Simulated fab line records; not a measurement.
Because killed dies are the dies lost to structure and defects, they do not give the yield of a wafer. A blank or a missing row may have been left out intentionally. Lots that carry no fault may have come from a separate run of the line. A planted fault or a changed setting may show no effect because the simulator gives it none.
One fault through the eyes of 2 desks | flow gf180mcu | only its own numbers are on each desk; what lay behind them is given at the end

## AT THE TOOL OWNER'S DESK: cvd-w-01
The tool's own readings at GF_CONTACT_CVD_24 (deposits W, target thk 300 nm, time 90.339 s): means of the sampled wafers that have a number, for each lot that ran on this tool. A lot is out of limits, marked OUT, if its mean lies more than 4 standard deviations from the usual mean; the brackets give that distance.
Columns: A = heater-power-w at GF_CONTACT_CVD_24, usual 840 W; B = susceptor-temp-C at GF_CONTACT_CVD_24, usual 400.02 C
lot  | first seen here | A   | B
L135 | day 16 06:52    | 846 | 400.02
L136 | day 16 21:10    | 830 | 400.20
L140 | day 18 12:01    | 830 | 399.80
L141 | day 18 18:56    | 853 | 399.95
L144 | day 19 17:07    | 827 | 400.11
L153 | day 22 16:13    | 790 | 391.81 (-39) OUT
L154 | day 22 22:35    | 772 | 391.67 (-40) OUT
This desk finds L153, L154 out of limits, L153 being first, at day 22 16:13 (susceptor-temp-C at GF_CONTACT_CVD_24). Within limits: L135, L136, L140, L141, L144.

## AT THE METROLOGY DESK
Means of the sampled wafers that have a number, per lot and without regard to the tool the lot ran on: this is what the gauges read. A lot is out of limits, marked OUT, if its mean lies more than 4 standard deviations from the usual mean; the brackets give that distance.
Columns: A = CONTACT_W_RS at GF_CONTACT_RS_MEAS_25, usual 0.383 ohm/sq; B = CONTACT_W_THK at GF_CONTACT_THK_MEAS_26, usual 303 nm
lot  | first seen here | A                | B
L134 | day 16 03:03    | 0.379            | 311
L135 | day 16 06:58    | 0.378            | 314
L136 | day 16 21:17    | 0.380            | 300
L140 | day 18 12:09    | 0.379            | 302
L141 | day 18 19:02    | 0.374            | 305
L142 | day 19 05:42    | 0.390            | 296
L143 | day 19 15:05    | 0.390            | 296
L144 | day 19 17:13    | 0.382            | 304
L150 | day 21 21:58    | 0.388            | 305
L153 | day 22 16:20    | 0.445 (+9.2) OUT | 259 (-7.2) OUT
L154 | day 22 22:43    | 0.442 (+8.8) OUT | 263 (-6.6) OUT
This desk reports L153, L154 out of limits; the earliest was L153 at day 22 16:20 (CONTACT_W_RS at GF_CONTACT_RS_MEAS_25). Within limits: L134, L135, L136, L140, L141, L142, L143, L144, L150.

## PUT TOGETHER
The tool owner's desk could have raised an alarm at day 22 16:13, on L153, L154.
L153, L154 would have let the metrology desk raise an alarm at day 22 16:20.
Of the lots named, all ran GF_CONTACT_CVD_24 on cvd-w-01.

## WHAT THE SIMULATOR HAD PUT IN
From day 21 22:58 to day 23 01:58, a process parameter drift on cvd-w-01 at GF_CONTACT_CVD_24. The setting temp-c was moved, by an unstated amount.
Lots struck among those shown: L153, L154.
Delay (hours) between the fault's onset and each desk's first out-of-limits reading: 17 at the tool owner's desk, 17 at the metrology desk.
